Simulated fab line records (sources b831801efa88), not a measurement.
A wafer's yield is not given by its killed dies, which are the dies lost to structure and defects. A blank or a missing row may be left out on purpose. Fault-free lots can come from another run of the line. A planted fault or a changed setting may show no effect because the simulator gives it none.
Which tool is to blame? + flow sfq-line + 15 lots with 45 wafers sampled at 3 steps, on a route of 325 steps

## WHAT EACH GAUGE READ, for each wafer
No reading from a measuring or inspecting step in the record can be judged against a usual standard deviation.

## WHAT TOOL EACH LOT RAN ON (gives the tool, then ch and the chambers of the sampled wafers, and finally the start)
| lot  | SFQ_TRILAYER_M1_BARC_OPEN_METAL_ETCH_054 | SFQ_TRILAYER_M1_ETCH_METAL_ETCH_042 | SFQ_TRILAYER_I1_VIA_LITHO_EXPOSE_050 |
|------|------------------------------------------|-------------------------------------|--------------------------------------|
| L573 | rie-metal-03 ch 0,1, day 13 09:32        | rie-metal-03 ch 0,1, day 13 09:37   | krf-scanner-02 ch 0, day 16 21:40    |
| L576 | rie-metal-03 ch 0,1, day 14 03:37        | rie-metal-03 ch 0,1, day 14 03:40   | krf-scanner-02 ch 0, day 17 23:46    |
| L578 | rie-metal-03 ch 0,1, day 14 14:25        | rie-metal-03 ch 0,1, day 14 14:28   | krf-scanner-02 ch 0, day 18 15:07    |
| L581 | rie-metal-02 ch 0,1, day 15 08:25        | rie-metal-02 ch 0,1, day 15 08:28   | krf-scanner-02, day 19 10:07         |
| L582 | rie-metal-04 ch 1, day 16 04:49          | rie-metal-04 ch 1, day 16 04:52     | krf-scanner-02, day 20 07:43         |
| L583 | rie-metal-03 ch 0,1, day 16 19:13        | rie-metal-03 ch 0,1, day 16 19:16   | krf-scanner-02, day 20 22:07         |
| L585 | rie-metal-04 ch 0,1, day 17 11:59        | rie-metal-04 ch 0,1, day 17 12:03   | krf-scanner-02 ch 0, day 21 11:19    |
| L586 | rie-metal-04 ch 0,1, day 18 03:43        | rie-metal-04 ch 0,1, day 18 03:47   | krf-scanner-02 ch 0, day 22 06:43    |
| L587 | rie-metal-02 ch 1, day 18 11:40          | rie-metal-02 ch 1, day 18 11:48     | krf-scanner-02 ch 0, day 22 22:16    |
| L588 | rie-metal-03 ch 0,1, day 18 14:02        | rie-metal-03 ch 0,1, day 18 14:06   | krf-scanner-02 ch 0, day 23 01:40    |
| L590 | rie-metal-02 ch 0,1, day 19 02:02        | rie-metal-02 ch 0,1, day 19 02:06   | krf-scanner-02 ch 0, day 23 12:50    |
| L592 | rie-metal-04 ch 0,1, day 19 17:38        | rie-metal-04 ch 0,1, day 19 17:42   | krf-scanner-02 ch 0, day 24 07:02    |
| L593 | rie-metal-04 ch 0,1, day 20 04:26        | rie-metal-04 ch 0,1, day 20 04:30   | krf-scanner-02 ch 0, day 24 17:26    |
| L595 | rie-metal-04 ch 0,1, day 21 03:14        | rie-metal-04 ch 0,1, day 21 03:18   | krf-scanner-02 ch 0, day 25 19:29    |
| L596 | rie-metal-04 ch 0,1, day 21 17:38        | rie-metal-04 ch 0,1, day 21 17:42   | krf-scanner-02 ch 0, no start        |
- SFQ_TRILAYER_M1_BARC_OPEN_METAL_ETCH_054: etches BARC in O2, target depth 125 nm, time 41.7 s.
- SFQ_TRILAYER_M1_ETCH_METAL_ETCH_042: etches Nb in Cl2/Ar, stops on SiO2, target depth 240 nm, time 120 s.
- SFQ_TRILAYER_I1_VIA_LITHO_EXPOSE_050: exposes mask I1, target cd 500 nm.

## AS READ BY THE TOOLS THEMSELVES (means over the sampled wafers that have a number; for cases with no such wafer, the mark the record gives instead)
SFQ_TRILAYER_M1_BARC_OPEN_METAL_ETCH_054. Usual: bias-w 80.03 W, standard deviation 0.23; chamber-pressure-mTorr 9.999 mTorr, standard deviation 0.0085; drypump-motor-current-A 5.9 A, standard deviation 0.34; oes-product-au 0.685 a.u., standard deviation 0.0047.
| lot  | tool         | bias-w (W) | chamber-pressure-mTorr (mTorr) | drypump-motor-current-A (A) | oes-product-au (a.u.) | flag |
|------|--------------|------------|--------------------------------|-----------------------------|-----------------------|------|
| L573 | rie-metal-03 | 79.90      | 9.994                          | 5.9                         | 0.684                 |      |
| L576 | rie-metal-03 | 79.95      | 10.004                         | 5.8                         | 0.681                 |      |
| L578 | rie-metal-03 | 79.83      | 10.002                         | 5.9                         | 0.680                 |      |
| L581 | rie-metal-02 | -          | -                              | -                           | -                     | OFF  |
| L582 | rie-metal-04 | -          | -                              | -                           | -                     | OFF  |
| L583 | rie-metal-03 | -          | -                              | -                           | -                     | OFF  |
| L585 | rie-metal-04 | 80.03      | 9.992                          | 6.0                         | 0.688                 |      |
| L586 | rie-metal-04 | 79.91      | 10.000                         | 5.8                         | 0.687                 |      |
| L587 | rie-metal-02 | 80.42      | 9.997                          | 6.2                         | 0.689                 |      |
| L588 | rie-metal-03 | 80.32      | 10.005                         | 5.9                         | 0.683                 |      |
| L590 | rie-metal-02 | 79.89      | 10.002                         | 6.0                         | 0.680                 |      |
| L592 | rie-metal-04 | 80.03      | 10.002                         | 5.7                         | 0.684                 |      |
| L593 | rie-metal-04 | 79.99      | 9.993                          | 5.7                         | 0.682                 |      |
| L595 | rie-metal-04 | 79.99      | 10.000                         | 6.1                         | 0.686                 |      |
| L596 | rie-metal-04 | 80.11      | 10.002                         | 6.1                         | 0.685                 |      |

SFQ_TRILAYER_M1_ETCH_METAL_ETCH_042. Usual: bias-w 79.98 W, standard deviation 0.25; chamber-pressure-mTorr 10.000 mTorr, standard deviation 0.0088; drypump-motor-current-A 5.9 A, standard deviation 0.34; oes-product-au 0.896 a.u., standard deviation 0.007.
| lot  | tool         | bias-w (W) | chamber-pressure-mTorr (mTorr) | drypump-motor-current-A (A) | oes-product-au (a.u.) | flag |
|------|--------------|------------|--------------------------------|-----------------------------|-----------------------|------|
| L573 | rie-metal-03 | 79.90      | 9.993                          | 6.0                         | 0.902                 |      |
| L576 | rie-metal-03 | 79.70      | 10.003                         | 5.9                         | 0.899                 |      |
| L578 | rie-metal-03 | 80.02      | 10.000                         | 5.9                         | 0.898                 |      |
| L581 | rie-metal-02 | 80.35      | 10.006                         | 5.8                         | 0.377                 | OFF  |
| L582 | rie-metal-04 | 80.17      | 9.999                          | 5.4                         | 0.376                 | OFF  |
| L583 | rie-metal-03 | 80.02      | 10.003                         | 5.9                         | 0.372                 | OFF  |
| L585 | rie-metal-04 | 80.06      | 9.995                          | 6.0                         | 0.902                 |      |
| L586 | rie-metal-04 | 79.96      | 9.998                          | 5.7                         | 0.893                 |      |
| L587 | rie-metal-02 | 79.97      | 10.006                         | 6.2                         | 0.896                 |      |
| L588 | rie-metal-03 | 80.08      | 10.003                         | 5.9                         | 0.905                 |      |
| L590 | rie-metal-02 | 79.72      | 9.997                          | 6.0                         | 0.884                 |      |
| L592 | rie-metal-04 | 79.95      | 10.007                         | 5.7                         | 0.898                 |      |
| L593 | rie-metal-04 | 80.19      | 10.003                         | 5.8                         | 0.883                 |      |
| L595 | rie-metal-04 | 79.69      | 10.003                         | 6.1                         | 0.899                 |      |
| L596 | rie-metal-04 | 79.99      | 10.004                         | 6.1                         | 0.900                 |      |

SFQ_TRILAYER_I1_VIA_LITHO_EXPOSE_050. Usual: exposure-dose-mJ-cm2 21.298, standard deviation 0.021; focus-offset-nm 0.1 nm, standard deviation 0.57.
| lot  | tool           | exposure-dose-mJ-cm2 | focus-offset-nm (nm) | flag |
|------|----------------|----------------------|----------------------|------|
| L573 | krf-scanner-02 | 21.306               | 0.6                  |      |
| L576 | krf-scanner-02 | 21.258               | 0.5                  |      |
| L578 | krf-scanner-02 | 21.303               | 0.2                  |      |
| L581 | krf-scanner-02 | -                    | -                    | OFF  |
| L582 | krf-scanner-02 | -                    | -                    | OFF  |
| L583 | krf-scanner-02 | -                    | -                    | OFF  |
| L585 | krf-scanner-02 | 21.288               | 0.4                  |      |
| L586 | krf-scanner-02 | 21.292               | 0.2                  |      |
| L587 | krf-scanner-02 | 21.277               | 0.5                  |      |
| L588 | krf-scanner-02 | 21.310               | 0.0                  |      |
| L590 | krf-scanner-02 | 21.308               | 0.3                  |      |
| L592 | krf-scanner-02 | 21.299               | -0.7                 |      |
| L593 | krf-scanner-02 | 21.303               | 0.1                  |      |
| L595 | krf-scanner-02 | 21.267               | 0.7                  |      |
| L596 | krf-scanner-02 | 21.282               | 0.5                  |      |

## THE ANSWER, worked out from the rows above alone
Rule: take the mean of a lot's wafers that have a number; if it is more than 3 standard deviations from the usual mean, the lot is off. Also off: a lot with no number at a reading for which 4 or more lots have one. All remaining lots with rows at the step are treated as sound. After the gauges, taken in route order, come the tools' own readings; for these a lot's mean is taken, as printed above. The first step at which some lot is off is used, and at that step the reading that is off furthest; a lot without a number counts as furthest.
Off: L581, L582, L583 (SFQ_TRILAYER_M1_BARC_OPEN_METAL_ETCH_054, bias-w). Without a number there: L581, L582, L583.
If a tool, at that step or one of the process steps before it, ran each lot that is off and ran no sound lot following the first of them, it fits. None of those tried fits.

## WHAT THE SIMULATOR HAD INSERTED
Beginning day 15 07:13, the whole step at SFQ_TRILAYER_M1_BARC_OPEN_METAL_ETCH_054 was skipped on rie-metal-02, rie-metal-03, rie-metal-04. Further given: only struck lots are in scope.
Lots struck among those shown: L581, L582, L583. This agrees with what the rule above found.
